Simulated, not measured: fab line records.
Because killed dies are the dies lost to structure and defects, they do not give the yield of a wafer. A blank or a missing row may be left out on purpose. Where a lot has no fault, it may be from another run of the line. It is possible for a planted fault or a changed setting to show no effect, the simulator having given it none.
One fault through the eyes of 2 desks / flow gf180mcu / only its own numbers are on each desk; what lay behind them is given at the end

AT THE TOOL OWNER'S DESK: furnace-02
The tool's own readings at GF_DUAL_GATE_OXIDATION_02 (stabilise 600 s, purge 300 s, target thk 10.887 nm): means of the sampled wafers that have a number, for each lot that ran on this tool. The brackets show how far a lot's mean lies from the usual mean; more than 4 standard deviations puts the lot out of limits, marked OUT.
Columns: A = zone power bottom pct at GF_DUAL_GATE_OXIDATION_02, usual 28.1 %
lot=L265; first seen here=day 7 14:24; A=28.8
lot=L266; first seen here=day 7 19:07; A=28.7
lot=L267; first seen here=day 8 03:09; A=28.4
lot=L269; first seen here=day 8 16:24; A=28.6
lot=L272; first seen here=day 9 14:31; A=28.7
lot=L273; first seen here=day 9 23:05; A=28.7
lot=L275; first seen here=day 10 18:08; A=28.6
lot=L286; first seen here=day 13 08:16; A=28.6
lot=L287; first seen here=day 13 17:49; A=28.6
This desk's finding: nothing out of limits on any of the 9 lots.

FROM THE METROLOGY DESK
What the gauges read, lot by lot, whatever tool the lot ran on: means of the sampled wafers that have a number. The brackets show how far a lot's mean lies from the usual mean; more than 4 standard deviations puts the lot out of limits, marked OUT.
Columns: A = DUAL_GATE_OXIDATION_00_THK at GF_DUAL_GATE_THK_MEAS_03, usual 10.80 nm; B = DUAL_GATE_OVL at GF_DUAL_GATE_OVL_MEAS_11, usual -0.2 nm
lot=L265; first seen here=day 7 15:51; A=10.58; B=-0.8
lot=L266; first seen here=day 7 20:34; A=10.63; B=-1.3
lot=L267; first seen here=day 8 04:36; A=10.90; B=-0.6
lot=L268; first seen here=day 8 11:40; A=10.92; B=-1.4
lot=L269; first seen here=day 8 17:51; A=10.94; B=0.6
lot=L270; first seen here=day 9 00:58; A=10.89; B=0.2
lot=L272; first seen here=day 9 15:58; A=10.83; B=1.4
lot=L273; first seen here=day 10 00:32; A=9.59 (-6.4) OUT; B=2.2
lot=L275; first seen here=day 10 19:36; A=9.22 (-8.3) OUT; B=1.4
lot=L286; first seen here=day 13 09:44; A=11.02; B=0.6
lot=L287; first seen here=day 13 19:17; A=10.92; B=-4.2
lot=L288; first seen here=day 14 02:47; A=10.55; B=0.1
This desk finds L273, L275 out of limits, with the earliest case on L273 at day 10 00:32 (DUAL_GATE_OXIDATION_00_THK at GF_DUAL_GATE_THK_MEAS_03). In limits: L265, L266, L267, L268, L269, L270, L272, L286, L287, L288.

ALL TOGETHER
Metrology desk: alarm possible at day 10 00:32 on L273, L275.
The desk of the tool owner found nothing out of limits.
On record at the tool owner's desk: L273, L275, within its limits.
The lots listed all ran GF_DUAL_GATE_OXIDATION_02 on furnace-02.

WHAT THE SIMULATOR PUT IN
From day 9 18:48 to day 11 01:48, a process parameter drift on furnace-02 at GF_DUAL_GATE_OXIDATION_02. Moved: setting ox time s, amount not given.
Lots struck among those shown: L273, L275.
Hours from the fault's start to each desk's first reading out of limits: the metrology desk, 6.
